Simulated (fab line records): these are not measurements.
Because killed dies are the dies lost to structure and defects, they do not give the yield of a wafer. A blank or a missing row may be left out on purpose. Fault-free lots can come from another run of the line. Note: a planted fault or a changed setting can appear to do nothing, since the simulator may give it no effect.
Matching of chambers    flow sky130    4 sister chambers for SKY_CONTACT_CMP_04 on cmp-02
The step polishes SiO2. 8 wafers are shown with their chamber, then 7 later ones without.

## WAFERS WITH THEIR CHAMBER
wafer   chamber  motor-current-A (A)  time-to-endpoint-s (s)
L622.2  1        11.5                 74
L623.2  3        9.8                  89
L626.1  1        11.9                 80
L634.1  2        10.7                 80
L634.2  0        13.6                 72
L634.6  0        13.1                 73
L635.2  3        9.8                  82
L635.3  2        10.4                 79

## WAFERS WHOSE CHAMBER IS MISSING
wafer   motor-current-A (A)  time-to-endpoint-s (s)
L635.5  11.2                 79
L640.1  10.5                 88
L640.2  12.9                 75
L640.6  13.1                 73
L643.3  11.0                 88
L643.4  12.7                 82
L643.5  9.7                  91

## CHAMBER TAKEN BY EACH
wafer   from the rows above           in truth
L635.5  can't be placed: 1 or 2       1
L640.1  can't be placed: 2 or 3       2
L640.2  0                             0
L640.6  0                             0
L643.3  can't be placed: 2 or 1 or 3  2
L643.4  can't be placed: 0 or 1       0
L643.5  3                             3
3 of 7 placed correctly. These rows do not allow placing 4 (true chamber among the candidates in 4). Wrongly placed: 0.
How it was worked out, from the rows above alone: a wafer's distance from a chamber is the root of the sum, over the readings, of the square of ((its reading less the chamber's mean) divided by the reading's scatter). The wafer belongs to the nearest chamber; if the next one is less than 2 further off, it can't be placed. A chamber's mean is the mean of its shown wafers. The scatter: take each reading less its chamber's mean, square it, sum over the shown wafers, divide by the number of wafers less the number of chambers, and take the root.
